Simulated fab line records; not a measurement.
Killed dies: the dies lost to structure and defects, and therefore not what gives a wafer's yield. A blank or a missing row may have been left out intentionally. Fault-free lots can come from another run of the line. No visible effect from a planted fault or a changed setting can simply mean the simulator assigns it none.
Which of the tools did it? + flow gf180mcu + 42 wafers from 14 lots sampled at 4 of the route's 602 steps

WHAT EACH GAUGE READ, for each wafer
GF_DUAL_GATE_THK_MEAS_03.
| lot  | measured     | on           | DUAL_GATE_OXIDATION_00_THK (nm) |
|------|--------------|--------------|---------------------------------|
| L702 | day 7 13:45  | filmMetro-03 | 11.18 10.90 10.78               |
| L703 | day 8 00:07  | filmMetro-04 | 10.95 10.80 11.01               |
| L705 | day 8 10:34  | filmMetro-02 | 10.87 10.95 10.96               |
| L707 | day 9 01:23  | filmMetro-02 | 10.72 10.81 10.87               |
| L709 | day 9 15:58  | filmMetro-04 | 10.90 10.85 10.86               |
| L710 | day 9 22:45  | filmMetro-02 | 10.57 10.50 10.79               |
| L711 | day 10 02:22 | filmMetro-04 | 10.79 10.93 10.90               |
| L712 | day 10 10:51 | filmMetro-04 | 10.64 10.52 10.58               |
| L713 | day 10 17:00 | filmMetro-02 | 10.92 10.97 10.91               |
| L714 | day 11 00:04 | filmMetro-02 | 11.20 11.37 11.30               |
| L721 | day 13 02:43 | filmMetro-04 | 10.75 10.70 10.83               |
| L722 | day 13 07:41 | filmMetro-02 | 10.78 10.61 10.79               |
| L724 | day 13 18:38 | filmMetro-02 | 10.84 11.07 10.86               |
| L725 | day 14 06:17 | filmMetro-02 | 10.61 10.94 10.86               |

GF_HV_LDD_OVL_MEAS_08.
| lot  | measured     | on         | HV_LDD_OVL (nm) |
|------|--------------|------------|-----------------|
| L702 | day 9 20:17  | overlay-01 | -0.1 0.7 1.0    |
| L703 | day 10 08:13 | overlay-02 | 1.6 -2.0 -1.0   |
| L705 | day 10 20:04 | overlay-01 | 1.9 0.2 0.0     |
| L707 | day 11 13:52 | overlay-01 | 1.2 0.1 0.0     |
| L709 | day 12 03:52 | overlay-01 | 0.3 0.6 1.1     |
| L710 | day 12 11:17 | overlay-01 | 1.7 0.4 -1.4    |
| L711 | day 12 16:52 | overlay-01 | 2.2 1.8 1.6     |
| L712 | day 13 01:25 | overlay-01 | 0.0 -0.9 0.7    |
| L713 | day 13 08:37 | overlay-02 | -0.6 -1.2 0.6   |
| L714 | day 13 16:17 | overlay-02 | 0.5 -0.9 -2.0   |
| L721 | day 15 23:47 | overlay-01 | 0.2 1.7 0.8     |
| L722 | day 16 06:08 | overlay-01 | 0.5 1.0 0.3     |
| L724 | day 16 15:22 | overlay-01 | 1.9 1.1 1.6     |
| L725 | day 17 04:40 | overlay-01 | 1.9 1.7 2.1     |

GF_SAB_THK_MEAS_01.
| lot  | measured     | on           | SAB_CVD_00_THK (nm) |
|------|--------------|--------------|---------------------|
| L702 | day 14 01:16 | filmMetro-04 | 49.9 51.4 50.8      |
| L703 | day 14 14:49 | filmMetro-03 | 48.6 49.6 50.0      |
| L705 | day 15 06:27 | filmMetro-04 | 50.2 50.0 50.4      |
| L707 | day 16 03:04 | filmMetro-04 | 49.9 49.2 50.3      |
| L709 | day 16 16:46 | filmMetro-03 | 50.5 50.2 51.2      |
| L710 | day 17 02:23 | filmMetro-03 | 49.6 50.2 50.4      |
| L711 | day 17 09:31 | filmMetro-03 | 49.9 50.5 50.6      |
| L712 | day 17 20:40 | filmMetro-03 | 50.0 48.8 49.7      |
| L713 | day 18 03:39 | filmMetro-02 | 50.0 50.8 50.1      |
| L714 | day 18 13:10 | filmMetro-04 | 49.8 49.7 50.3      |
| L721 | day 21 02:45 | filmMetro-04 | 49.6 50.1 64.2      |
| L722 | day 21 09:46 | filmMetro-04 | 63.0 50.5 49.4      |
| L724 | day 21 19:49 | filmMetro-02 | 50.4 50.7 51.0      |
| L725 | day 22 09:25 | filmMetro-02 | 49.3 49.9 50.5      |

WHAT TOOL EACH LOT RAN ON (gives the tool, then ch and the chambers of the sampled wafers, and finally the start)
| lot  | GF_SAB_CVD_00                   |
|------|---------------------------------|
| L702 | pecvd-04 ch 0,1,2, day 14 01:14 |
| L703 | pecvd-04 ch 0,1,2, day 14 14:48 |
| L705 | pecvd-02 ch 0,1,2, day 15 06:26 |
| L707 | pecvd-01 ch 0,2, day 16 03:02   |
| L709 | pecvd-02 ch 0,2, day 16 16:45   |
| L710 | pecvd-02 ch 0,1,2, day 17 02:21 |
| L711 | pecvd-04 ch 0,1, day 17 09:29   |
| L712 | pecvd-02 ch 0,1,2, day 17 20:38 |
| L713 | pecvd-01 ch 0,2, day 18 03:38   |
| L714 | pecvd-02 ch 1,2, day 18 13:08   |
| L721 | pecvd-01 ch 0,1,2, day 21 02:44 |
| L722 | pecvd-01 ch 0,1,2, day 21 09:44 |
| L724 | pecvd-02 ch 1,2, day 21 19:47   |
| L725 | pecvd-04 ch 0,1, day 22 09:23   |
- GF_SAB_CVD_00: deposits SiO2 from TEOS, target thk 50 nm, time 4.9302 s.

WHAT THE TOOLS THEMSELVES READ (means of the sampled wafers that have a number; where no wafer has one, the mark that the record gives instead)
GF_SAB_CVD_00.
| lot  | tool     | heaterPowerW (W) | susceptorTempC (C) |
|------|----------|------------------|--------------------|
| L702 | pecvd-04 | 689              | 400.18             |
| L703 | pecvd-04 | 729              | 399.93             |
| L705 | pecvd-02 | 624              | 400.07             |
| L707 | pecvd-01 | 618              | 399.97             |
| L709 | pecvd-02 | 554              | 399.86             |
| L710 | pecvd-02 | 621              | 400.07             |
| L711 | pecvd-04 | 577              | 400.01             |
| L712 | pecvd-02 | 626              | 399.66             |
| L713 | pecvd-01 | 642              | 399.93             |
| L714 | pecvd-02 | 637              | 399.85             |
| L721 | pecvd-01 | 643              | 399.96             |
| L722 | pecvd-01 | 560              | 400.15             |
| L724 | pecvd-02 | 668              | 400.12             |
| L725 | pecvd-04 | 622              | 399.73             |

THE ANSWER, worked out from the rows above alone
Rule: the lots themselves supply what counts as usual. Put in order of their means at a reading, lots are off if they are a third of the lots or fewer, leave a main group of 4 or more, and stand apart from it by a gap of 3 or more times the standard deviation of the main group's means; of several such gaps the widest counts. A main group is skipped when, at the precision printed for the reading in the tables above, its means are all equal. Also off: a lot with no number at a reading for which 4 or more lots have one. Any other lot the step has rows for is counted as sound. The gauges are gone through in route order, then the tools' own readings, and for those a lot's mean is taken as printed above. At the first step where some lot is off, the reading lying furthest off is the one used; lots without a number count as furthest.
Off: L721, L722, seen at GF_SAB_THK_MEAS_01 (SAB_CVD_00_THK). For the main group the mean is 50.1 nm and the standard deviation 0.42.
A tool fits if, at a process step before that reading, it ran every lot that is off, and no sound lot after the first of them. Gauges at GF_SAB_THK_MEAS_01: tried the same way as those tools. Can't be told from this: 2 tools fit, pecvd-01 at GF_SAB_CVD_00, filmMetro-04 at GF_SAB_THK_MEAS_01.

WHAT THE SIMULATOR HAD PUT IN
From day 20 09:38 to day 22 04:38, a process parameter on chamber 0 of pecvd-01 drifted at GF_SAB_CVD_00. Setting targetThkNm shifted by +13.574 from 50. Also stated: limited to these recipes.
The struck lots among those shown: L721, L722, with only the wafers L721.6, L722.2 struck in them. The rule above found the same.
